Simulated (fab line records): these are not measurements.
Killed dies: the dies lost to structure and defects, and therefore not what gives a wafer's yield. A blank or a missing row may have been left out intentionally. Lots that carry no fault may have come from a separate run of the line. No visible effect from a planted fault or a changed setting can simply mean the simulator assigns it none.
A single fault, viewed from 2 desks :: flow gf180mcu :: each desk has only its own numbers; what lay behind them comes last

== METROLOGY DESK ==
Lot by lot, what the gauges showed, no matter which tool ran the lot: averages of those sampled wafers that carry a number. Marked OUT: a lot whose mean sits more than 4 standard deviations from the usual mean, which makes it out of limits; the brackets give that distance.
Columns: A = PSD_RS at GF_PSD_RS_MEAS_15, usual 108.37 ohm/sq; B = CONTACT_CVD_00_THK at GF_CONTACT_THK_MEAS_01, usual 299.7 nm; C = CONTACT_BOW at GF_CONTACT_BOW_MEAS_05, usual 65 um
lot: L788
first seen here: day 14 18:05
A: 108.22
B: 297.4
C: 56

lot: L791
first seen here: day 15 11:46
A: 108.26
B: 297.0
C: 57

lot: L792
first seen here: day 15 19:59
A: 108.57
B: 296.8
C: 67

lot: L793
first seen here: day 16 04:13
A: 108.12
B: 300.9
C: 64

lot: L794
first seen here: day 16 15:40
A: 108.32
B: 249.5 (-17) OUT
C: 66

lot: L795
first seen here: day 17 03:07
A: 108.89
B: 250.6 (-17) OUT
C: 72

lot: L801
first seen here: day 19 01:48
A: 108.04
B: 296.2
C: 67

lot: L803
first seen here: day 19 21:42
A: 108.32
B: 294.0
C: 66

lot: L804
first seen here: day 20 04:10
A: 108.39
B: 298.0
C: 68

lot: L805
first seen here: day 20 09:08
A: 108.51
B: 299.6
C: 57

lot: L807
first seen here: day 21 04:19
A: 107.85
B: 304.9
C: 75

lot: L808
first seen here: day 21 15:05
A: 108.62
B: 299.6
C: 68

lot: L810
first seen here: day 22 03:52
A: 108.47
B: 297.9
C: 66
Per this desk, out of limits: L794, L795; the first was L794, day 17 16:27 (CONTACT_CVD_00_THK at GF_CONTACT_THK_MEAS_01). Within limits: L788, L791, L792, L793, L801, L803, L804, L805, L807, L808, L810.

== FOR THE TOOL OWNER'S DESK: hdpcvd-02 ==
The tool's own readings at GF_CONTACT_CVD_00 (deposits SiO2, target thk 300 nm, time 50 s): means of the sampled wafers that have a number, for each lot that ran on this tool. Marked OUT: a lot whose mean sits more than 4 standard deviations from the usual mean, which makes it out of limits; the brackets give that distance.
Columns: A = sih4-flow-sccm at GF_CONTACT_CVD_00, usual 59.99 sccm
lot: L792
first seen here: day 16 19:30
A: 60.05

lot: L793
first seen here: day 17 04:34
A: 59.82

lot: L794
first seen here: day 17 16:25
A: 49.96 (-50) OUT

lot: L795
first seen here: day 18 03:34
A: 49.94 (-50) OUT

lot: L803
first seen here: day 20 23:04
A: 60.18

lot: L804
first seen here: day 21 05:22
A: 60.11

lot: L805
first seen here: day 21 09:36
A: 60.02

lot: L808
first seen here: day 22 14:59
A: 59.79

lot: L810
first seen here: day 23 03:50
A: 60.19
Finding of this desk: L794, L795 out of limits; the first was L794 at day 17 16:25, on sih4-flow-sccm at GF_CONTACT_CVD_00. Within limits: L792, L793, L803, L804, L805, L808, L810.

== BROUGHT TOGETHER ==
At day 17 16:25, on L794, L795, the tool owner's desk was in a position to raise an alarm.
At day 17 16:27 the metrology desk could have sounded an alarm, on L794, L795.
GF_CONTACT_CVD_00 was run on hdpcvd-02 by each of the lots named.

== WHAT THE SIMULATOR HAD INSERTED ==
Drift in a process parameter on hdpcvd-02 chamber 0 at GF_CONTACT_CVD_00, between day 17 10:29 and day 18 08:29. A move of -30 in setting sih4-flow-sccm, from 60. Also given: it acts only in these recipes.
Struck lots among those shown: L794, L795.
Hours from the fault's start to each desk's first reading out of limits: the tool owner's desk, 6; the metrology desk, 6.
